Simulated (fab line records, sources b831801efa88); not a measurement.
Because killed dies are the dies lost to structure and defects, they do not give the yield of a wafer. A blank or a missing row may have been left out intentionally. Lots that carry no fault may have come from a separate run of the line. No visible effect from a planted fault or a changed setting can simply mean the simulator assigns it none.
Struck lot and sound lot, side by side | flow sky130 | 18 steps out of a route of 708
Sound: the wafers L645.1, L645.3, L645.4. Wafers L650.3, L650.6 were the ones struck. The cause comes at the end.
For every step that has rows: the tool of each side, followed by ch and its chambers, followed by its first start. Under that, the readings that differ: sound wafers | struck wafers | difference of the means | sigmas: that difference in standard deviations of wafers without a fault.
alike: readings whose means differ by less than 2 such deviations, and words and numbers that are the same on both sides. not compared: withheld readings, readings that some wafer has no value for, bounds like >300 that may hide the same value, and numbers for which the record gives no deviation and whose values overlap.
The two part at a step that has a row with sigmas, a row that says differs or no value, or rows on one side only. Numbers that have no deviation but don't overlap get no sigmas and don't part them. Lack of a reading on every wafer of one side parts them only where that side has two or more wafers.

first, 3 steps without rows for these wafers: SKY_VIA2_EXPOSE_09 (exposes mask VIM2, target cd 200 nm); SKY_VIA2_PEB_10; SKY_VIA2_DEVELOP_11 (develop time 60 s).
SKY_VIA2_CD_MEAS_12: target cd 200 nm.
  sound on cdSem-02, day 38 16:31; struck on cdSem-02, day 39 19:52
  alike: cdNm
SKY_VIA2_OVL_MEAS_13:
  sound on overlay-02, day 38 16:38; struck on overlay-02, day 39 19:58
  alike: VIA2_OVL
SKY_VIA2_ETCH_14: etches BARC in N2/H2, stops on SiO2, time 45.9 s, target depth 60 nm.
  sound on rieDiel-02 ch 1,3, day 38 16:41; struck on rieDiel-02 ch 0,1, day 39 19:59
  alike: drypumpMotorCurrentA, oesProductAu, throttleValvePct
  not compared: rfHoursCounterH
SKY_VIA2_ETCH_15: etches SiO2 in C4F8/O2/Ar, stops on TiN, target depth 546 nm, time 84 s.
  sound on rieDiel-02 ch 1,3, day 38 16:43; struck on rieDiel-02 ch 0,1, day 39 20:02
  alike: oesProductAu
  not compared: rfHoursCounterH
SKY_VIA2_STRIP_16: strips in O2/N2.
  sound on plasmaAsher-04 ch 0,1, day 38 16:47; struck on plasmaAsher-03 ch 0,1, day 39 20:08
  alike: drypumpMotorCurrentA, oesProductAu, stripTimeToEndpointS
  not compared: rfHoursCounterH
then, 3 steps without rows for these wafers: SKY_VIA2_STRIP_17 (strips in post etch residue remover, time 1200 s); SKY_VIA2_CLEAN_18 (cleans in IPA, time 180 s); SKY_VIA2_CLEAN_19 (cleans in O3/DIW).
SKY_VIA2_SPUTTER_20: material TiN, target thk 20 nm, time 80 s.
  sound on pvdSputter-03, day 38 17:22; struck on pvdSputter-02, day 39 20:42
  alike: throttleValvePct
SKY_VIA2_CVD_21: deposits W, target thk 420 nm, time 126.4 s.
  sound on cvdW-01 ch 0,1, day 38 17:26; struck on cvdW-01 ch 0,1, day 39 20:48
reading                           | sound             | struck      | difference | sigmas
model.W_of_VIA2_CVD_21.thkNm (nm) | 432.5 426.4 437.2 | 280.6 274.2 | -154.6     | 
  alike: heaterPowerW
  not compared: sinceWetCleanH
SKY_VIA2_RS_MEAS_22: measurement is done with a four-point probe.
  sound on filmMetro-03, day 38 17:34; struck on filmMetro-04, day 39 21:13
reading            | sound             | struck      | difference | sigmas
VIA2_W_RS (ohm/sq) | 0.265 0.269 0.262 | 0.411 0.420 | +0.150     | +35
  not compared: hold
SKY_VIA2_THK_MEAS_23: measures by xrf.
  sound on filmMetro-03, day 38 17:41; struck on filmMetro-04, day 40 00:31
reading         | sound       | struck  | difference | sigmas
VIA2_W_THK (nm) | 426 418 428 | 276 271 | -150       | -21
  not compared: hold
SKY_VIA2_CMP_24: polishes, stops on SiO2, t overpolish 20 s, target thk 0 nm.
  sound on cmp-01 ch 0,1,3, day 38 17:44; struck on cmp-02 ch 1, day 40 04:00
reading             | sound       | struck                                          | difference                   | sigmas
hold                | - - -       | awaitDispo/3.4h/release awaitDispo/3.4h/release | no value on the sound wafers | 
timeToEndpointS (s) | 106 104 104 | 65 64                                           | -40                          | -11
  alike: motorCurrentA
SKY_METAL3_SPUTTER_00: material Ti, target thk 15 nm, time 10 s.
  sound on pvdSputter-01, day 38 18:02; struck on pvdSputter-04, day 40 04:18
  alike: throttleValvePct
SKY_PAD_OPEN_PROBE_99:
  the record has rows for the sound wafers here (prober-01, day 47 16:24) and none for the struck ones

WHERE THEY PART
Earliest at SKY_VIA2_RS_MEAS_22; latest, in this record, at SKY_PAD_OPEN_PROBE_99.

WHY: whatever the simulator had introduced
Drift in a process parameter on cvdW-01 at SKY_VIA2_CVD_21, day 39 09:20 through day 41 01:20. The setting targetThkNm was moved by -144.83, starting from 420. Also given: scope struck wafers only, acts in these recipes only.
